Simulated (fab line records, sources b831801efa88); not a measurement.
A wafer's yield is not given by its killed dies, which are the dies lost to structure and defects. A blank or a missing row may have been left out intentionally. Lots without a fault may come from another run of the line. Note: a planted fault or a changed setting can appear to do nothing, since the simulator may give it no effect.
Comparing a struck lot with a sound one | flow sky130 | 16 out of 708 route steps
Sound: the wafers L561.1, L561.2, L561.3. Wafers L574.3, L574.5, L574.6 were the ones struck. At the end, the cause is stated.
At each step with rows: each side's tool, then ch and its chambers, then its first start. Under that, the readings that differ: sound wafers | struck wafers | difference of the means | sigmas: that difference in standard deviations of wafers without a fault.
alike: same words and numbers on both sides, and readings whose means sit less than 2 such deviations apart. not compared: any withheld reading, any reading some wafer has no value for, any bound like >300 that may hide the same value, and any number with overlapping values for which the record gives no deviation.
The two part at a step that has a row with sigmas, a row that says differs or no value, or rows on one side only. Non-overlapping numbers with no deviation appear without sigmas and do not part them. Lack of a reading on every wafer of one side parts them only where that side has two or more wafers.

first, 1 step without rows for these wafers: SKY_LDD_N_IMPLANT_15.
SKY_LDD_N_STRIP_16: strips in O2/N2.
  sound on plasma asher-03 ch 0,1, day 18 08:24; struck on plasma asher-01 ch 0,1, day 23 00:23
  reading               | sound             | struck            | difference | sigmas
  oes product au (a.u.) | 0.393 0.404 0.397 | 0.410 0.409 0.407 | +0.011     | +2
  alike: drypump motor current A, strip time to endpoint s
  not compared: rf hours counter h
SKY_LDD_N_TW_MEAS_17:
  sound on film metro-01 at day 18 08:30; struck on film metro-03 at day 23 00:28
  alike: LDD_N_TW
then, 7 steps without rows for these wafers: SKY_LDD_P_DEHYDRATE_00 (time 60 s); SKY_LDD_P_HMDS_01 (prime time 60 s); SKY_LDD_P_COAT_02 (resist thk 1140 nm); SKY_LDD_P_SOFTBAKE_03 (time 60 s); SKY_LDD_P_EXPOSE_04 (exposes mask PSDM, target cd 380 nm); SKY_LDD_P_PEB_05; SKY_LDD_P_DEVELOP_06 (develop time 60 s).
SKY_LDD_P_CD_MEAS_07: the cd target is 380 nm.
  sound on cd sem-02 at day 19 14:55; struck on cd sem-01 at day 24 06:12
  alike: cd nm
SKY_LDD_P_OVL_MEAS_08:
  sound on overlay-02 at day 19 15:02; struck on overlay-01 at day 24 06:18
  alike: LDD_P_OVL
SKY_LDD_P_IMPLANT_09:
  sound on implanter-01 ch 0, day 19 15:04; struck on implanter-01 ch 0, day 24 06:22
  reading            | sound                         | struck                          | difference | sigmas
  dose ions cm2      | 9.991e+12 9.986e+12 9.992e+12 | 1.065e+13 1.0637e+13 1.0649e+13 | +6.557e+11 | +50
  faraday current uA | 54.3 56.6 55.3                | 59.9 60.1 59.9                  | +4.6       | +4
  alike: beam energy keV
SKY_LDD_P_STRIP_10: strips in O2/N2.
  sound on plasma asher-04 ch 0,1, day 19 15:13; struck on plasma asher-03 ch 0,1, day 24 06:30
  alike: drypump motor current A, oes product au, strip time to endpoint s
  not compared: rf hours counter h
SKY_LDD_P_TW_MEAS_11:
  sound on film metro-03 at day 19 15:19; struck on film metro-04 at day 24 06:52
  reading  | sound       | struck      | difference | sigmas
  LDD_P_TW | 622 623 624 | 643 645 640 | +20        | +6
  not compared: hold
-- the record jumps here: 25 days lie between the struck wafers' starts before and after (it left off in module LDD_P and takes up again in module PAD_OPEN, whose first step shown is number 708 of the route) --
SKY_PAD_OPEN_PROBE_99:
  sound on prober-01 at day 46 02:29; struck on prober-02 at day 49 05:59
  reading                     | sound          | struck         | difference | sigmas
  model.etest.tip p.rs ohm sq | 6920 6886 6897 | 6442 6443 6472 | -449       |
  alike: killed_at_M0_to_M3, killed_at_M4_up, killed at contacts, killed at front end, killed at other, killed dies, killed on rim, killed open, killed short

## WHERE THEY PART
Last at SKY_LDD_P_TW_MEAS_11 as far as this record goes, first at SKY_LDD_N_STRIP_16. Later steps at which nothing parts them and some readings are alike: SKY_PAD_OPEN_PROBE_99.

WHY: what the simulator had put in
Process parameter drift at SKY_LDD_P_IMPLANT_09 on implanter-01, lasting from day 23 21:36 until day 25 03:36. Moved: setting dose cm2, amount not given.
